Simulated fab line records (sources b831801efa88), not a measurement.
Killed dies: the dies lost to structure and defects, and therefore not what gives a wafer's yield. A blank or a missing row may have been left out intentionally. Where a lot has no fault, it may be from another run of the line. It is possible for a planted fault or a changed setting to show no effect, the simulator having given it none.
2 desks, one fault :: flow gf180mcu :: each desk has only its own numbers; what lay behind them comes last

THE TOOL OWNER'S DESK: iline stepper-01
The tool's own readings at GF_SAB_EXPOSE_06 (exposes mask SAB, target cd 420 nm): means of the sampled wafers that have a number, for each lot that ran on this tool. If a lot's mean is further than 4 standard deviations from the usual mean, the lot is out of limits and carries the mark OUT (the distance appears in the brackets).
Columns: A = exposure dose mJ cm2 at GF_SAB_EXPOSE_06, usual 139.89; B = stage vel mm s at GF_SAB_EXPOSE_06, usual 500.02 mm/s
lot: L410
first seen here: day 14 15:11
A: 140.06
B: 499.90

lot: L415
first seen here: day 16 13:28
A: 139.71
B: 499.72

lot: L419
first seen here: day 17 23:55
A: 119.13 (-99 or more) OUT
B: 499.68

lot: L422
first seen here: day 19 08:34
A: 123.18 (-99 or more) OUT
B: 500.09
This desk finds L419, L422 out of limits, L419 being first, at day 17 23:55 (exposure dose mJ cm2 at GF_SAB_EXPOSE_06). L410, L415: within limits.

AT THE METROLOGY DESK
Means of the sampled wafers that have a number, per lot and without regard to the tool the lot ran on: this is what the gauges read. If a lot's mean is further than 4 standard deviations from the usual mean, the lot is out of limits and carries the mark OUT (the distance appears in the brackets).
Columns: A = HV_LDD_01_OVL at GF_HV_LDD_OVL_MEAS_20, usual -1.0 nm; B = NSD_OVL at GF_NSD_OVL_MEAS_08, usual -0.1 nm; C = cd nm at GF_SAB_CD_MEAS_09, usual 420.4 nm; D = SALICIDE_TIN_THK at GF_SALICIDE_THK_MEAS_05, usual 20.00 nm
lot: L410
first seen here: day 10 17:16
A: 0.6
B: -0.8
C: 422.0
D: 19.54

lot: L411
first seen here: day 10 23:58
A: -1.0
B: -0.9
C: 417.1
D: 19.73

lot: L412
first seen here: day 11 08:31
A: -1.3
B: -1.2
C: 420.1
D: 19.94

lot: L415
first seen here: day 12 09:04
A: -1.1
B: -1.1
C: 421.3
D: 20.16

lot: L418
first seen here: day 13 08:47
A: 0.2
B: -0.9
C: 418.7
D: 20.42

lot: L419
first seen here: day 13 15:13
A: -1.4
B: 1.1
C: 465.8 (+23) OUT
D: 20.20

lot: L422
first seen here: day 14 18:55
A: -1.1
B: -0.9
C: 454.8 (+17) OUT
D: 20.38

lot: L423
first seen here: day 14 23:47
A: -2.4
B: 0.1
C: 419.3
D: 20.04

lot: L424
first seen here: day 15 04:41
A: -1.4
B: 0.5
C: 419.4
D: 19.85

lot: L426
first seen here: day 15 21:59
A: -0.4
B: 0.7
C: 421.0
D: 19.81

lot: L427
first seen here: day 16 04:05
A: -2.1
B: 0.2
C: 422.7
D: 19.90

lot: L432
first seen here: day 17 18:01
A: -1.4
B: 0.9
C: 421.1
D: 20.39

lot: L433
first seen here: day 17 23:38
A: -1.2
B: -1.7
C: 418.2
D: 20.10
This desk finds L419, L422 out of limits, L419 being first, at day 18 11:44 (cd nm at GF_SAB_CD_MEAS_09). L410, L411, L412, L415, L418, L423, L424, L426, L427, L432, L433: within limits.

BROUGHT TOGETHER
An alarm could have come from the tool owner's desk at day 17 23:55, on L419, L422.
L419, L422 would have let the metrology desk raise an alarm at day 18 11:44.
GF_SAB_EXPOSE_06 was run on iline stepper-01 by each of the lots named.

WHAT THE SIMULATOR HAD INSERTED
Drift in process parameters on iline stepper-01 at GF_SAB_EXPOSE_06, starting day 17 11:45. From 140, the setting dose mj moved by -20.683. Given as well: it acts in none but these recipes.
Lots struck among those shown: L419, L422.
Hours from the fault's start to each desk's first reading out of limits: the tool owner's desk, 12; the metrology desk, 24.
